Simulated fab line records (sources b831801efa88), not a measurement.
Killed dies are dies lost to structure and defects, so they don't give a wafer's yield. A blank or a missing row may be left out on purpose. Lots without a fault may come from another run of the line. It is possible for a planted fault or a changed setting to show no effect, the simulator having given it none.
Which tool did it? / flow sky130 / 24 lots with 72 wafers sampled at 5 steps, on a route of 708 steps

WHAT THE GAUGES READ, wafer by wafer
SKY_VT_ADJUST_HVTP_OVL_MEAS_08. Usual: VT_ADJUST_HVTP_OVL -1.4 nm, standard deviation 1.5.
lot=L074; measured=day 6 06:25; on=overlay-02; VT_ADJUST_HVTP_OVL (nm)=-5.1 -4.8 -3.1; flag=
lot=L075; measured=day 6 11:01; on=overlay-02; VT_ADJUST_HVTP_OVL (nm)=-2.0 -4.3 -2.3; flag=
lot=L076; measured=day 6 13:03; on=overlay-01; VT_ADJUST_HVTP_OVL (nm)=-0.6 0.3 0.2; flag=
lot=L077; measured=day 6 19:42; on=overlay-02; VT_ADJUST_HVTP_OVL (nm)=-0.5 -3.3 -2.5; flag=
lot=L078; measured=day 7 04:34; on=overlay-01; VT_ADJUST_HVTP_OVL (nm)=0.2 -0.1 0.6; flag=
lot=L079; measured=day 7 09:04; on=overlay-02; VT_ADJUST_HVTP_OVL (nm)=0.4 -2.0 -1.3; flag=
lot=L080; measured=day 7 15:06; on=overlay-02; VT_ADJUST_HVTP_OVL (nm)=-1.3 -1.5 -1.4; flag=
lot=L081; measured=day 7 21:49; on=overlay-02; VT_ADJUST_HVTP_OVL (nm)=0.1 -0.5 -1.1; flag=
lot=L082; measured=day 8 04:25; on=overlay-02; VT_ADJUST_HVTP_OVL (nm)=-2.7 -1.4 -2.8; flag=
lot=L083; measured=day 8 10:39; on=overlay-02; VT_ADJUST_HVTP_OVL (nm)=-4.0 -2.8 -2.3; flag=
lot=L084; measured=day 8 14:50; on=overlay-02; VT_ADJUST_HVTP_OVL (nm)=-4.8 -2.7 -3.8; flag=
lot=L085; measured=day 8 22:55; on=overlay-02; VT_ADJUST_HVTP_OVL (nm)=-0.5 2.9 1.0; flag=
lot=L086; measured=day 9 04:34; on=overlay-01; VT_ADJUST_HVTP_OVL (nm)=-3.2 -1.7 -3.7; flag=
lot=L087; measured=day 9 10:19; on=overlay-01; VT_ADJUST_HVTP_OVL (nm)=-0.7 -0.2 -2.0; flag=
lot=L088; measured=day 9 17:47; on=overlay-02; VT_ADJUST_HVTP_OVL (nm)=-0.4 0.2 -1.6; flag=
lot=L089; measured=day 10 02:49; on=overlay-02; VT_ADJUST_HVTP_OVL (nm)=0.4 -1.8 -2.7; flag=
lot=L090; measured=day 10 10:43; on=overlay-02; VT_ADJUST_HVTP_OVL (nm)=-1.0 -2.5 -3.2; flag=
lot=L091; measured=day 10 14:48; on=overlay-02; VT_ADJUST_HVTP_OVL (nm)=-1.0 -0.7 -0.4; flag=
lot=L092; measured=day 10 19:37; on=overlay-01; VT_ADJUST_HVTP_OVL (nm)=-1.6 -1.0 -2.4; flag=
lot=L093; measured=day 11 04:43; on=overlay-01; VT_ADJUST_HVTP_OVL (nm)=-1.2 1.5 -1.0; flag=
lot=L094; measured=day 11 12:06; on=overlay-02; VT_ADJUST_HVTP_OVL (nm)=-0.5 -1.0 0.3; flag=
lot=L095; measured=day 11 13:41; on=overlay-01; VT_ADJUST_HVTP_OVL (nm)=-3.9 -1.0 0.3; flag=
lot=L096; measured=day 11 22:25; on=overlay-02; VT_ADJUST_HVTP_OVL (nm)=-2.6 -2.3 -1.8; flag=
lot=L097; measured=day 12 03:49; on=overlay-01; VT_ADJUST_HVTP_OVL (nm)=0.3 -0.8 -2.1; flag=

SKY_VT_ADJUST_LVTN_OVL_MEAS_18. Usual: VT_ADJUST_LVTN_01_OVL 0.4 nm, standard deviation 1.7.
lot=L074; measured=day 7 20:32; on=overlay-02; VT_ADJUST_LVTN_01_OVL (nm)=-1.2 -0.2 -1.5; flag=
lot=L075; measured=day 8 01:53; on=overlay-02; VT_ADJUST_LVTN_01_OVL (nm)=0.1 0.9 -1.5; flag=
lot=L076; measured=day 8 05:14; on=overlay-02; VT_ADJUST_LVTN_01_OVL (nm)=1.3 -0.1 1.1; flag=
lot=L077; measured=day 8 11:14; on=overlay-01; VT_ADJUST_LVTN_01_OVL (nm)=1.4 0.9 0.8; flag=
lot=L078; measured=day 8 21:29; on=overlay-02; VT_ADJUST_LVTN_01_OVL (nm)=0.7 0.9 -0.2; flag=
lot=L079; measured=day 9 03:33; on=overlay-01; VT_ADJUST_LVTN_01_OVL (nm)=1.1 -0.9 0.6; flag=
lot=L080; measured=day 9 08:44; on=overlay-02; VT_ADJUST_LVTN_01_OVL (nm)=2.8 1.7 2.0; flag=
lot=L081; measured=day 9 16:23; on=overlay-01; VT_ADJUST_LVTN_01_OVL (nm)=1.2 -0.3 -0.6; flag=
lot=L082; measured=day 9 23:17; on=overlay-01; VT_ADJUST_LVTN_01_OVL (nm)=1.0 2.4 2.9; flag=
lot=L083; measured=day 10 05:50; on=overlay-02; VT_ADJUST_LVTN_01_OVL (nm)=0.7 1.3 1.2; flag=
lot=L084; measured=day 10 10:44; on=overlay-01; VT_ADJUST_LVTN_01_OVL (nm)=3.5 3.0 3.4; flag=
lot=L085; measured=day 10 17:44; on=overlay-02; VT_ADJUST_LVTN_01_OVL (nm)=-1.0 -1.9 -0.8; flag=
lot=L086; measured=day 11 00:59; on=overlay-02; VT_ADJUST_LVTN_01_OVL (nm)=-3.1 -2.8 -3.2; flag=
lot=L087; measured=day 11 05:47; on=overlay-01; VT_ADJUST_LVTN_01_OVL (nm)=-0.4 -0.6 1.0; flag=
lot=L088; measured=day 11 15:14; on=overlay-01; VT_ADJUST_LVTN_01_OVL (nm)=0.2 -1.3 -0.2; flag=
lot=L089; measured=day 12 00:44; on=overlay-02; VT_ADJUST_LVTN_01_OVL (nm)=0.1 0.2 1.6; flag=
lot=L090; measured=day 12 09:32; on=overlay-01; VT_ADJUST_LVTN_01_OVL (nm)=-0.7 2.4 0.7; flag=
lot=L091; measured=day 12 14:26; on=overlay-01; VT_ADJUST_LVTN_01_OVL (nm)=-1.0 -3.0 -0.9; flag=
lot=L092; measured=day 12 20:38; on=overlay-01; VT_ADJUST_LVTN_01_OVL (nm)=3.0 3.5 1.2; flag=
lot=L093; measured=day 13 06:29; on=overlay-02; VT_ADJUST_LVTN_01_OVL (nm)=-2.6 -2.1 -1.7; flag=
lot=L094; measured=day 13 13:08; on=overlay-01; VT_ADJUST_LVTN_01_OVL (nm)=0.3 1.1 2.2; flag=
lot=L095; measured=day 13 15:41; on=overlay-01; VT_ADJUST_LVTN_01_OVL (nm)=0.8 4.2 0.3; flag=
lot=L096; measured=day 14 00:59; on=overlay-02; VT_ADJUST_LVTN_01_OVL (nm)=1.2 1.3 1.4; flag=
lot=L097; measured=day 14 06:02; on=overlay-01; VT_ADJUST_LVTN_01_OVL (nm)=0.0 0.3 0.1; flag=

SKY_LOCAL_INTERCONNECT_RS_MEAS_01: a four-point-probe measurement. Usual: LOCAL_INTERCONNECT_TIN_RS 14.13 ohm/sq, standard deviation 0.14.
lot=L074; measured=day 29 06:11; on=film_metro-01; LOCAL_INTERCONNECT_TIN_RS (ohm/sq)=13.99 13.84 13.83; flag=
lot=L075; measured=day 29 16:05; on=film_metro-03; LOCAL_INTERCONNECT_TIN_RS (ohm/sq)=14.22 14.31 14.31; flag=
lot=L076; measured=day 29 18:30; on=film_metro-01; LOCAL_INTERCONNECT_TIN_RS (ohm/sq)=13.92 14.04 14.06; flag=
lot=L077; measured=day 30 03:13; on=film_metro-03; LOCAL_INTERCONNECT_TIN_RS (ohm/sq)=14.21 14.26 14.29; flag=
lot=L078; measured=day 30 14:19; on=film_metro-03; LOCAL_INTERCONNECT_TIN_RS (ohm/sq)=13.93 14.03 14.01; flag=
lot=L079; measured=day 30 18:32; on=film_metro-01; LOCAL_INTERCONNECT_TIN_RS (ohm/sq)=14.34 14.36 14.43; flag=
lot=L080; measured=day 31 03:34; on=film_metro-04; LOCAL_INTERCONNECT_TIN_RS (ohm/sq)=14.10 14.22 14.03; flag=
lot=L081; measured=day 31 16:12; on=film_metro-01; LOCAL_INTERCONNECT_TIN_RS (ohm/sq)=14.13 14.19 14.05; flag=
lot=L082; measured=day 31 23:01; on=film_metro-04; LOCAL_INTERCONNECT_TIN_RS (ohm/sq)=14.24 14.16 14.10; flag=
lot=L083; measured=day 32 09:40; on=film_metro-01; LOCAL_INTERCONNECT_TIN_RS (ohm/sq)=14.02 14.11 14.05; flag=
lot=L084; measured=day 32 16:10; on=film_metro-01; LOCAL_INTERCONNECT_TIN_RS (ohm/sq)=13.96 13.95 14.04; flag=
lot=L085; measured=day 33 01:48; on=film_metro-01; LOCAL_INTERCONNECT_TIN_RS (ohm/sq)=14.03 14.13 13.97; flag=
lot=L086; measured=day 33 05:52; on=film_metro-01; LOCAL_INTERCONNECT_TIN_RS (ohm/sq)=14.21 14.18 13.96; flag=
lot=L087; measured=day 33 13:50; on=film_metro-03; LOCAL_INTERCONNECT_TIN_RS (ohm/sq)=14.10 14.20 14.17; flag=
lot=L088; measured=day 33 19:48; on=film_metro-01; LOCAL_INTERCONNECT_TIN_RS (ohm/sq)=14.08 13.96 14.07; flag=
lot=L089; measured=day 34 05:32; on=film_metro-04; LOCAL_INTERCONNECT_TIN_RS (ohm/sq)=14.09 14.01 14.23; flag=
lot=L090; measured=day 34 17:35; on=film_metro-04; LOCAL_INTERCONNECT_TIN_RS (ohm/sq)=14.08 14.19 14.13; flag=
lot=L091; measured=day 34 21:17; on=film_metro-01; LOCAL_INTERCONNECT_TIN_RS (ohm/sq)=14.03 14.18 14.18; flag=
lot=L092; measured=day 35 03:23; on=film_metro-01; LOCAL_INTERCONNECT_TIN_RS (ohm/sq)=14.11 14.09 14.05; flag=
lot=L093; measured=day 35 15:05; on=film_metro-04; LOCAL_INTERCONNECT_TIN_RS (ohm/sq)=14.29 14.23 14.36; flag=
lot=L094; measured=day 35 20:37; on=film_metro-04; LOCAL_INTERCONNECT_TIN_RS (ohm/sq)=14.35 14.32 14.44; flag=
lot=L095; measured=day 36 08:57; on=film_metro-04; LOCAL_INTERCONNECT_TIN_RS (ohm/sq)=14.21 13.93 14.12; flag=
lot=L096; measured=day 36 13:26; on=film_metro-04; LOCAL_INTERCONNECT_TIN_RS (ohm/sq)=14.19 14.17 14.13; flag=
lot=L097; measured=day 36 17:46; on=film_metro-03; LOCAL_INTERCONNECT_TIN_RS (ohm/sq)=14.09 14.11 14.12; flag=

TOOL THAT RAN EACH LOT (tool first, then ch and the chambers of the sampled wafers, then the start)
lot=L074; SKY_FIELD_ISO_ETCH_14=rie_diel-01 ch 1,3, day 2 06:31; SKY_POLY_GATE_ETCH_17=rie_si-01 ch 1,3, day 16 11:02
lot=L075; SKY_FIELD_ISO_ETCH_14=rie_diel-04 ch 1,2,3, day 2 10:49; SKY_POLY_GATE_ETCH_17=rie_si-01 ch 0,1,3, day 16 17:28
lot=L076; SKY_FIELD_ISO_ETCH_14=rie_diel-02 ch 0,2,3, day 2 14:31; SKY_POLY_GATE_ETCH_17=rie_si-01 ch 1,2, day 16 23:05
lot=L077; SKY_FIELD_ISO_ETCH_14=rie_diel-02 ch 0,1,2, day 2 19:42; SKY_POLY_GATE_ETCH_17=rie_si-02 ch 0,2,3, day 17 06:35
lot=L078; SKY_FIELD_ISO_ETCH_14=rie_diel-02 ch 0,3, day 3 02:37; SKY_POLY_GATE_ETCH_17=rie_si-02 ch 0,2,3, day 17 20:46
lot=L079; SKY_FIELD_ISO_ETCH_14=rie_diel-04 ch 0,2,3, day 3 07:10; SKY_POLY_GATE_ETCH_17=rie_si-02 ch 0,3, day 18 03:31
lot=L080; SKY_FIELD_ISO_ETCH_14=rie_diel-04 ch 0,2, day 3 11:07; SKY_POLY_GATE_ETCH_17=rie_si-02 ch 0,2, day 18 09:22
lot=L081; SKY_FIELD_ISO_ETCH_14=rie_diel-01 ch 0,1,3, day 3 17:45; SKY_POLY_GATE_ETCH_17=rie_si-02 ch 0,2,3, day 19 00:07
lot=L082; SKY_FIELD_ISO_ETCH_14=rie_diel-04 ch 0,2,3, day 3 21:46; SKY_POLY_GATE_ETCH_17=rie_si-01 ch 1,2,3, day 19 09:43
lot=L083; SKY_FIELD_ISO_ETCH_14=rie_diel-01 ch 0,2,3, day 4 03:46; SKY_POLY_GATE_ETCH_17=rie_si-01 ch 0,1,2, day 19 17:07
lot=L084; SKY_FIELD_ISO_ETCH_14=rie_diel-04 ch 1,2,3, day 4 09:00; SKY_POLY_GATE_ETCH_17=rie_si-02 ch 1,3, day 20 04:16
lot=L085; SKY_FIELD_ISO_ETCH_14=rie_diel-01 ch 1,2, day 4 15:25; SKY_POLY_GATE_ETCH_17=rie_si-02 ch 0,1,3, day 20 12:49
lot=L086; SKY_FIELD_ISO_ETCH_14=rie_diel-04 ch 0,1,3, day 4 19:00; SKY_POLY_GATE_ETCH_17=rie_si-02 ch 0,2,3, day 20 19:07
lot=L087; SKY_FIELD_ISO_ETCH_14=rie_diel-02 ch 0,2,3, day 5 00:45; SKY_POLY_GATE_ETCH_17=rie_si-01 ch 2,3, day 21 03:13
lot=L088; SKY_FIELD_ISO_ETCH_14=rie_diel-04 ch 0,1, day 5 06:42; SKY_POLY_GATE_ETCH_17=rie_si-02 ch 0,1, day 21 13:55
lot=L089; SKY_FIELD_ISO_ETCH_14=rie_diel-01 ch 0,3, day 5 11:27; SKY_POLY_GATE_ETCH_17=rie_si-01 ch 0,1,2, day 21 23:55
lot=L090; SKY_FIELD_ISO_ETCH_14=rie_diel-02 ch 0,1,3, day 5 16:34; SKY_POLY_GATE_ETCH_17=rie_si-02 ch 0,1,3, day 22 13:16
lot=L091; SKY_FIELD_ISO_ETCH_14=rie_diel-02 ch 2,3, day 5 21:09; SKY_POLY_GATE_ETCH_17=rie_si-01 ch 1,2,3, day 22 16:25
lot=L092; SKY_FIELD_ISO_ETCH_14=rie_diel-04 ch 0,2,3, day 6 03:10; SKY_POLY_GATE_ETCH_17=rie_si-02 ch 1,2,3, day 23 00:52
lot=L093; SKY_FIELD_ISO_ETCH_14=rie_diel-02 ch 0,2,3, day 6 06:46; SKY_POLY_GATE_ETCH_17=rie_si-01 ch 0,2,3, day 23 14:28
lot=L094; SKY_FIELD_ISO_ETCH_14=rie_diel-01 ch 0,2,3, day 6 13:13; SKY_POLY_GATE_ETCH_17=rie_si-02 ch 1,2, day 23 18:46
lot=L095; SKY_FIELD_ISO_ETCH_14=rie_diel-01 ch 1,2,3, day 6 19:24; SKY_POLY_GATE_ETCH_17=rie_si-01 ch 0,1,3, day 24 06:22
lot=L096; SKY_FIELD_ISO_ETCH_14=rie_diel-01 ch 1,3, day 6 23:46; SKY_POLY_GATE_ETCH_17=rie_si-02 ch 1,2, day 24 15:10
lot=L097; SKY_FIELD_ISO_ETCH_14=rie_diel-02 ch 0,1,3, day 7 04:54; SKY_POLY_GATE_ETCH_17=rie_si-01 ch 0,3, day 24 21:25
- SKY_FIELD_ISO_ETCH_14: etches BARC in N2/H2, stops on SiO2, time 45.9 s, target depth 60 nm.
- SKY_POLY_GATE_ETCH_17: etches poly-Si in HBr/Cl2, stops on SiO2, target depth 180 nm, time 70.5 s.

WHAT THE TOOLS THEMSELVES READ (means of the sampled wafers that have a number; where no wafer has one, the mark that the record gives instead)
SKY_FIELD_ISO_ETCH_14. Usual: drypump_motor_current_A 5.93 A, standard deviation 0.28; n2_flow_sccm 99.99 sccm, standard deviation 0.28; oes_product_au 0.855 a.u., standard deviation 0.0041; throttle_valve_pct 13.225 %, standard deviation 0.0099.
lot=L074; tool=rie_diel-01; drypump_motor_current_A (A)=5.83; n2_flow_sccm (sccm)=99.88; oes_product_au (a.u.)=0.858; throttle_valve_pct (%)=13.219; flag=
lot=L075; tool=rie_diel-04; drypump_motor_current_A (A)=5.79; n2_flow_sccm (sccm)=100.02; oes_product_au (a.u.)=0.854; throttle_valve_pct (%)=13.226; flag=
lot=L076; tool=rie_diel-02; drypump_motor_current_A (A)=5.99; n2_flow_sccm (sccm)=100.08; oes_product_au (a.u.)=0.852; throttle_valve_pct (%)=13.227; flag=
lot=L077; tool=rie_diel-02; drypump_motor_current_A (A)=6.20; n2_flow_sccm (sccm)=100.03; oes_product_au (a.u.)=0.852; throttle_valve_pct (%)=13.224; flag=
lot=L078; tool=rie_diel-02; drypump_motor_current_A (A)=6.01; n2_flow_sccm (sccm)=99.84; oes_product_au (a.u.)=0.856; throttle_valve_pct (%)=13.223; flag=
lot=L079; tool=rie_diel-04; drypump_motor_current_A (A)=5.74; n2_flow_sccm (sccm)=100.02; oes_product_au (a.u.)=0.856; throttle_valve_pct (%)=13.227; flag=
lot=L080; tool=rie_diel-04; drypump_motor_current_A (A)=5.93; n2_flow_sccm (sccm)=99.83; oes_product_au (a.u.)=0.858; throttle_valve_pct (%)=13.232; flag=
lot=L081; tool=rie_diel-01; drypump_motor_current_A (A)=5.68; n2_flow_sccm (sccm)=100.05; oes_product_au (a.u.)=0.857; throttle_valve_pct (%)=13.224; flag=
lot=L082; tool=rie_diel-04; drypump_motor_current_A (A)=5.75; n2_flow_sccm (sccm)=99.76; oes_product_au (a.u.)=0.853; throttle_valve_pct (%)=13.223; flag=
lot=L083; tool=rie_diel-01; drypump_motor_current_A (A)=5.78; n2_flow_sccm (sccm)=100.01; oes_product_au (a.u.)=0.856; throttle_valve_pct (%)=13.231; flag=
lot=L084; tool=rie_diel-04; drypump_motor_current_A (A)=5.82; n2_flow_sccm (sccm)=100.23; oes_product_au (a.u.)=0.858; throttle_valve_pct (%)=13.224; flag=
lot=L085; tool=rie_diel-01; drypump_motor_current_A (A)=6.20; n2_flow_sccm (sccm)=100.33; oes_product_au (a.u.)=0.855; throttle_valve_pct (%)=13.224; flag=
lot=L086; tool=rie_diel-04; drypump_motor_current_A (A)=5.92; n2_flow_sccm (sccm)=99.96; oes_product_au (a.u.)=0.861; throttle_valve_pct (%)=13.230; flag=
lot=L087; tool=rie_diel-02; drypump_motor_current_A (A)=6.00; n2_flow_sccm (sccm)=100.15; oes_product_au (a.u.)=0.852; throttle_valve_pct (%)=13.230; flag=
lot=L088; tool=rie_diel-04; drypump_motor_current_A (A)=6.11; n2_flow_sccm (sccm)=100.10; oes_product_au (a.u.)=0.855; throttle_valve_pct (%)=13.227; flag=
lot=L089; tool=rie_diel-01; drypump_motor_current_A (A)=5.54; n2_flow_sccm (sccm)=99.86; oes_product_au (a.u.)=0.855; throttle_valve_pct (%)=13.220; flag=
lot=L090; tool=rie_diel-02; drypump_motor_current_A (A)=6.10; n2_flow_sccm (sccm)=99.98; oes_product_au (a.u.)=0.856; throttle_valve_pct (%)=13.226; flag=
lot=L091; tool=rie_diel-02; drypump_motor_current_A (A)=5.88; n2_flow_sccm (sccm)=99.76; oes_product_au (a.u.)=0.852; throttle_valve_pct (%)=13.219; flag=
lot=L092; tool=rie_diel-04; drypump_motor_current_A (A)=5.77; n2_flow_sccm (sccm)=100.08; oes_product_au (a.u.)=0.854; throttle_valve_pct (%)=13.227; flag=
lot=L093; tool=rie_diel-02; drypump_motor_current_A (A)=5.99; n2_flow_sccm (sccm)=100.03; oes_product_au (a.u.)=0.852; throttle_valve_pct (%)=13.223; flag=
lot=L094; tool=rie_diel-01; drypump_motor_current_A (A)=5.76; n2_flow_sccm (sccm)=99.90; oes_product_au (a.u.)=0.859; throttle_valve_pct (%)=13.215; flag=
lot=L095; tool=rie_diel-01; drypump_motor_current_A (A)=5.91; n2_flow_sccm (sccm)=99.90; oes_product_au (a.u.)=0.857; throttle_valve_pct (%)=13.232; flag=
lot=L096; tool=rie_diel-01; drypump_motor_current_A (A)=5.81; n2_flow_sccm (sccm)=100.05; oes_product_au (a.u.)=0.855; throttle_valve_pct (%)=13.234; flag=
lot=L097; tool=rie_diel-02; drypump_motor_current_A (A)=6.10; n2_flow_sccm (sccm)=100.10; oes_product_au (a.u.)=0.856; throttle_valve_pct (%)=13.227; flag=

SKY_POLY_GATE_ETCH_17. Usual: drypump_motor_current_A 5.7 A, standard deviation 0.33; he_backside_leak_sccm 2.62 sccm, standard deviation 0.28; oes_product_au 0.986 a.u., standard deviation 0.0067; throttle_valve_pct 33.684 %, standard deviation 0.0092.
lot=L074; tool=rie_si-01; drypump_motor_current_A (A)=5.6; he_backside_leak_sccm (sccm)=2.73; oes_product_au (a.u.)=0.984; throttle_valve_pct (%)=33.686; flag=
lot=L075; tool=rie_si-01; drypump_motor_current_A (A)=5.7; he_backside_leak_sccm (sccm)=2.74; oes_product_au (a.u.)=0.985; throttle_valve_pct (%)=33.688; flag=
lot=L076; tool=rie_si-01; drypump_motor_current_A (A)=5.9; he_backside_leak_sccm (sccm)=2.61; oes_product_au (a.u.)=0.989; throttle_valve_pct (%)=33.689; flag=
lot=L077; tool=rie_si-02; drypump_motor_current_A (A)=5.8; he_backside_leak_sccm (sccm)=2.48; oes_product_au (a.u.)=0.988; throttle_valve_pct (%)=33.679; flag=
lot=L078; tool=rie_si-02; drypump_motor_current_A (A)=5.9; he_backside_leak_sccm (sccm)=2.45; oes_product_au (a.u.)=0.988; throttle_valve_pct (%)=33.683; flag=
lot=L079; tool=rie_si-02; drypump_motor_current_A (A)=6.1; he_backside_leak_sccm (sccm)=2.48; oes_product_au (a.u.)=0.985; throttle_valve_pct (%)=33.696; flag=
lot=L080; tool=rie_si-02; drypump_motor_current_A (A)=5.7; he_backside_leak_sccm (sccm)=2.48; oes_product_au (a.u.)=0.989; throttle_valve_pct (%)=33.685; flag=
lot=L081; tool=rie_si-02; drypump_motor_current_A (A)=5.8; he_backside_leak_sccm (sccm)=2.49; oes_product_au (a.u.)=0.984; throttle_valve_pct (%)=33.685; flag=
lot=L082; tool=rie_si-01; drypump_motor_current_A (A)=5.6; he_backside_leak_sccm (sccm)=2.64; oes_product_au (a.u.)=0.980; throttle_valve_pct (%)=33.685; flag=
lot=L083; tool=rie_si-01; drypump_motor_current_A (A)=5.9; he_backside_leak_sccm (sccm)=2.69; oes_product_au (a.u.)=0.988; throttle_valve_pct (%)=33.689; flag=
lot=L084; tool=rie_si-02; drypump_motor_current_A (A)=5.6; he_backside_leak_sccm (sccm)=2.55; oes_product_au (a.u.)=0.978; throttle_valve_pct (%)=33.681; flag=
lot=L085; tool=rie_si-02; drypump_motor_current_A (A)=5.9; he_backside_leak_sccm (sccm)=2.41; oes_product_au (a.u.)=0.984; throttle_valve_pct (%)=33.687; flag=
lot=L086; tool=rie_si-02; drypump_motor_current_A (A)=5.8; he_backside_leak_sccm (sccm)=2.59; oes_product_au (a.u.)=0.984; throttle_valve_pct (%)=33.681; flag=
lot=L087; tool=rie_si-01; drypump_motor_current_A (A)=5.4; he_backside_leak_sccm (sccm)=2.68; oes_product_au (a.u.)=0.977; throttle_valve_pct (%)=33.688; flag=
lot=L088; tool=rie_si-02; drypump_motor_current_A (A)=5.8; he_backside_leak_sccm (sccm)=2.49; oes_product_au (a.u.)=0.980; throttle_valve_pct (%)=33.681; flag=
lot=L089; tool=rie_si-01; drypump_motor_current_A (A)=5.9; he_backside_leak_sccm (sccm)=2.76; oes_product_au (a.u.)=0.988; throttle_valve_pct (%)=33.674; flag=
lot=L090; tool=rie_si-02; drypump_motor_current_A (A)=5.8; he_backside_leak_sccm (sccm)=2.40; oes_product_au (a.u.)=0.977; throttle_valve_pct (%)=33.690; flag=
lot=L091; tool=rie_si-01; drypump_motor_current_A (A)=5.6; he_backside_leak_sccm (sccm)=2.61; oes_product_au (a.u.)=0.984; throttle_valve_pct (%)=33.677; flag=
lot=L092; tool=rie_si-02; drypump_motor_current_A (A)=5.6; he_backside_leak_sccm (sccm)=2.51; oes_product_au (a.u.)=0.991; throttle_valve_pct (%)=33.683; flag=
lot=L093; tool=rie_si-01; drypump_motor_current_A (A)=5.7; he_backside_leak_sccm (sccm)=3.23; oes_product_au (a.u.)=0.984; throttle_valve_pct (%)=33.683; flag=
lot=L094; tool=rie_si-02; drypump_motor_current_A (A)=5.4; he_backside_leak_sccm (sccm)=2.52; oes_product_au (a.u.)=0.993; throttle_valve_pct (%)=33.677; flag=
lot=L095; tool=rie_si-01; drypump_motor_current_A (A)=5.7; he_backside_leak_sccm (sccm)=2.68; oes_product_au (a.u.)=0.980; throttle_valve_pct (%)=33.685; flag=
lot=L096; tool=rie_si-02; drypump_motor_current_A (A)=5.4; he_backside_leak_sccm (sccm)=2.49; oes_product_au (a.u.)=1.004; throttle_valve_pct (%)=33.686; flag=
lot=L097; tool=rie_si-01; drypump_motor_current_A (A)=5.7; he_backside_leak_sccm (sccm)=2.80; oes_product_au (a.u.)=0.986; throttle_valve_pct (%)=33.683; flag=

THE ANSWER, worked out from the rows above alone
Rule: lot off if the mean of its wafers having a number is beyond 3 standard deviations from the usual mean. A lot without any number at a reading at which 4 lots or more have one is off too. Where the step has rows for the other lots, those lots are counted as sound. The gauges are gone through in route order, then the tools' own readings, and for those a lot's mean is taken as printed above. The first step at which some lot is off is used, and at that step the reading that is off furthest; a lot without a number counts as furthest.
No lot is off on any of the readings shown, so nothing can be concluded from this.

WHAT THE SIMULATOR HAD PUT IN
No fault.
